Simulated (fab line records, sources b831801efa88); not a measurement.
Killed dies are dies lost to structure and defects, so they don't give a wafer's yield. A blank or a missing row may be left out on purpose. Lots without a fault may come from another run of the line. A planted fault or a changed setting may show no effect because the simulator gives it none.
Tool commonality check | flow gf180mcu | 12 lots, 36 wafers sampled

WHY IT WAS OPENED
At GF_PSD_RS_MEAS_14 the reading NSD_RS is flagged on 2 of 12 lots. Wafers without a fault read 46.12 ohm/sq, standard deviation 0.077.
Rule: a lot is flagged when every wafer of it that has a number lies more than 4 standard deviations from that mean, or none has a number. The other lots count as sound.

lot  | measured     | on            | NSD_RS (ohm/sq), wafer by wafer | flag
L301 | day 14 05:08 | film_metro-02 | 46.24 46.23 46.23               |
L304 | day 15 10:01 | film_metro-03 | 46.26 46.24 46.25               |
L305 | day 15 15:37 | film_metro-04 | 46.22 46.23 46.20               |
L306 | day 15 21:09 | film_metro-02 | 46.03 46.07 46.05               |
L308 | day 16 22:41 | film_metro-03 | 46.17 46.16 46.07               |
L311 | day 18 03:34 | film_metro-02 | 46.18 46.08 46.08               |
L313 | day 18 14:52 | film_metro-03 | 46.03 46.11 45.99               |
L316 | day 19 18:16 | film_metro-03 | 47.89 47.88 47.74               | FLAGGED
L317 | day 20 01:53 | film_metro-02 | 47.73 47.61 47.70               | FLAGGED
L318 | day 20 08:25 | film_metro-04 | 46.07 46.11 46.21               |
L322 | day 21 11:46 | film_metro-04 | 46.04 45.93 46.06               |
L323 | day 22 01:44 | film_metro-02 | 46.10 46.05 46.03               |
The numbers of the flagged lots are 47.76 ohm/sq on average: +1.64 ohm/sq against the usual, or +21 standard deviations.

WHICH TOOL RAN EACH LOT
The record holds 2 process steps before the reading, out of a route of 602 steps. In each cell: the tool, then ch and the chambers that the sampled wafers went through, then the start.
lot  | flag    | GF_NSD_IMPLANT_10               | GF_NSD_STRIP_11
L301 |         | implanter-01 ch 0, day 13 09:01 | plasma_asher-03 ch 0,1, day 13 09:10
L304 |         | implanter-02 ch 0, day 14 12:47 | plasma_asher-04 ch 0,1, day 14 12:55
L305 |         | implanter-03 ch 0, day 14 18:07 | plasma_asher-01 ch 0,1, day 14 18:16
L306 |         | implanter-03 ch 0, day 14 23:29 | plasma_asher-01 ch 0,1, day 14 23:38
L308 |         | implanter-03 ch 0, day 15 22:31 | plasma_asher-01 ch 0,1, day 15 22:40
L311 |         | implanter-02 ch 0, day 17 03:49 | plasma_asher-03 ch 0,1, day 17 03:56
L313 |         | implanter-03 ch 0, day 17 14:41 | plasma_asher-04 ch 0,1, day 17 14:50
L316 | FLAGGED | implanter-03 ch 0, day 18 18:01 | plasma_asher-04 ch 0,1, day 18 18:10
L317 | FLAGGED | implanter-03 ch 0, day 19 01:13 | plasma_asher-03 ch 1, day 19 01:22
L318 |         | implanter-01 ch 0, day 19 08:16 | plasma_asher-04 ch 0,1, day 19 08:25
L322 |         | implanter-02 ch 0, day 20 11:14 | plasma_asher-01 ch 0,1, day 20 11:23
L323 |         | implanter-01 ch 0, day 21 00:28 | plasma_asher-01 ch 0,1, day 21 00:37
What these steps do:
- GF_NSD_IMPLANT_10
- GF_NSD_STRIP_11: strips in O2/N2.
- GF_PSD_RS_MEAS_14: measures by four-point-probe.

FLAGGED OVER TOTAL, TOOL BY TOOL (the gauges that took the reading come last)
step              | tool            | lots run | flagged | share of the flagged lots | sound lots run after its first flagged lot
GF_NSD_IMPLANT_10 | implanter-01    | 3        | 0       | none                      | -
GF_NSD_IMPLANT_10 | implanter-02    | 3        | 0       | none                      | -
GF_NSD_IMPLANT_10 | implanter-03    | 6        | 2       | all                       | 0
GF_NSD_STRIP_11   | plasma_asher-01 | 5        | 0       | none                      | -
GF_NSD_STRIP_11   | plasma_asher-03 | 3        | 1       | some                      | 0
GF_NSD_STRIP_11   | plasma_asher-04 | 4        | 1       | some                      | 1 (L318)
GF_PSD_RS_MEAS_14 | film_metro-02   | 5        | 1       | some                      | 1 (L323)
GF_PSD_RS_MEAS_14 | film_metro-03   | 4        | 1       | some                      | 0
GF_PSD_RS_MEAS_14 | film_metro-04   | 3        | 0       | none                      | -

WHAT THE TABLE ALLOWS
1 row of the table ran every flagged lot: implanter-03 at GF_NSD_IMPLANT_10.
- implanter-03 at GF_NSD_IMPLANT_10: 2 of its 6 lots flagged. Its last sound lot is L313 (day 17 14:41), its first flagged lot L316 (day 18 18:01): a fault that began between those two fits. Its own readings lie more than 4 standard deviations out on every wafer of the flagged lots: dose_ions_cm2, faraday_current_uA.
One tool is left: implanter-03 at GF_NSD_IMPLANT_10.

WHAT THE SIMULATOR HAD PUT IN
Process parameter drift: implanter-03, from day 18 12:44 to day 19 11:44, at GF_NSD_IMPLANT_10. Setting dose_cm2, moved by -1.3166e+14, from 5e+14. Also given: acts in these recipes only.
Lots struck among those shown: L316, L317. The rule above found the same.
